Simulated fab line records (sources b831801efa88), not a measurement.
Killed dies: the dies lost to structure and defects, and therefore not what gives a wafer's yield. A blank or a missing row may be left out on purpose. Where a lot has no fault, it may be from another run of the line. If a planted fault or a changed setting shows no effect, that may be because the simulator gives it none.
Which tool was responsible? -- flow gf180mcu -- 14 lots, 42 wafers sampled, at 3 steps of a route of 602

WHAT THE GAUGES SHOWED, per wafer
GF_STI_THK_MEAS_02.
lot,measured,on,STI_OXIDATION_THK (nm)
L948,day 1 12:17,film_metro-03,10.37 10.30 10.33
L950,day 1 21:31,film_metro-03,10.05 9.99 9.90
L951,day 2 03:05,film_metro-04,9.91 10.01 9.92
L954,day 2 17:31,film_metro-04,9.82 9.85 9.86
L956,day 3 03:50,film_metro-03,9.88 9.63 9.77
L957,day 3 11:44,film_metro-04,16.71 16.75 16.73
L958,day 3 15:51,film_metro-02,15.66 15.77 16.01
L960,day 4 02:21,film_metro-02,16.18 16.40 16.10
L961,day 4 04:56,film_metro-03,10.10 9.83 9.88
L962,day 4 09:31,film_metro-02,10.02 10.06 10.00
L968,day 5 16:42,film_metro-02,10.14 10.16 10.11
L969,day 5 21:08,film_metro-04,10.02 9.99 10.08
L970,day 6 01:35,film_metro-03,10.07 10.15 10.20
L971,day 6 07:48,film_metro-03,10.09 10.17 10.21

GF_M1_OVL_MEAS_15.
lot,measured,on,M1_OVL (nm)
L948,day 17 03:46,overlay-02,7 -1 11
L950,day 17 19:16,overlay-02,0 15 0
L951,day 18 05:44,overlay-01,-2 -2 -7
L954,day 19 18:19,overlay-02,4 1 0
L956,day 20 11:22,overlay-02,2 -5 -3
L957,day 21 03:13,overlay-01,7 -1 -1
L958,day 21 05:20,overlay-02,0 -2 -2
L960,day 21 15:31,overlay-02,-6 -7 3
L961,day 22 09:19,overlay-01,8 6 8
L962,day 22 14:22,overlay-01,2 0 4
L968,day 24 13:27,overlay-02,-2 2 -3
L969,day 24 16:41,overlay-02,-1 2 4
L970,day 25 02:38,overlay-02,5 1 1
L971,day 25 13:14,overlay-02,-2 1 -10

TOOL THAT RAN EACH LOT (tool first, then ch and the chambers of the sampled wafers, then the start)
lot,GF_STI_OXIDATION_01
L948,"furnace-01 ch 0, day 1 10:52"
L950,"furnace-01 ch 0, day 1 20:07"
L951,"furnace-01 ch 0, day 2 01:41"
L954,"furnace-02 ch 0, day 2 16:07"
L956,"furnace-02 ch 0, day 3 02:26"
L957,"furnace-01 ch 0, day 3 07:50"
L958,"furnace-02 ch 0, day 3 12:53"
L960,"furnace-01 ch 0, day 3 22:07"
L961,"furnace-02 ch 0, day 4 03:32"
L962,"furnace-01 ch 0, day 4 08:07"
L968,"furnace-01 ch 0, day 5 15:17"
L969,"furnace-01 ch 0, day 5 19:44"
L970,"furnace-01 ch 0, day 6 00:10"
L971,"furnace-01 ch 0, day 6 06:23"
- GF_STI_OXIDATION_01: stabilise 600 s, purge 300 s, target thk 10 nm.

WHAT THE TOOLS THEMSELVES READ (means of the sampled wafers that have a number; where no wafer has one, the mark that the record gives instead)
GF_STI_OXIDATION_01.
lot,tool,tube_center_temp_C_max
L948,furnace-01,902.2
L950,furnace-01,902.7
L951,furnace-01,901.9
L954,furnace-02,902.5
L956,furnace-02,902.4
L957,furnace-01,902.6
L958,furnace-02,902.4
L960,furnace-01,902.4
L961,furnace-02,902.3
L962,furnace-01,902.6
L968,furnace-01,902.0
L969,furnace-01,902.5
L970,furnace-01,902.6
L971,furnace-01,902.4

THE ANSWER, worked out from the rows above alone
Rule: usual is defined by the lots themselves. The widest of any qualifying gaps counts: lots, ordered by their means at a reading, are off when they make up no more than a third of the lots, leave a main group of 4 or more, and stand apart from it by 3 or more times the standard deviation of that group's means. The tables above print the reading to a certain number of digits; a main group whose means all agree to those digits is not used. Also off: a lot with no number at a reading for which 4 or more lots have one. Where the step has rows for the other lots, those lots are counted as sound. The gauges are gone through in route order, then the tools' own readings, and for those a lot's mean is taken as printed above. The first step at which some lot is off is used, and at that step the reading that is off furthest; a lot without a number counts as furthest.
Off: L957, L958, L960, at GF_STI_THK_MEAS_02 (STI_OXIDATION_THK). Mean 10.03 nm and standard deviation 0.15 in the main group.
A tool fits if, at a process step before that reading, it ran every lot that is off, and no sound lot after the first of them. Those tools and the gauges at GF_STI_THK_MEAS_02 are tried in the same way. Not one of the candidates tried fits.

WHAT THE SIMULATOR HAD PUT IN
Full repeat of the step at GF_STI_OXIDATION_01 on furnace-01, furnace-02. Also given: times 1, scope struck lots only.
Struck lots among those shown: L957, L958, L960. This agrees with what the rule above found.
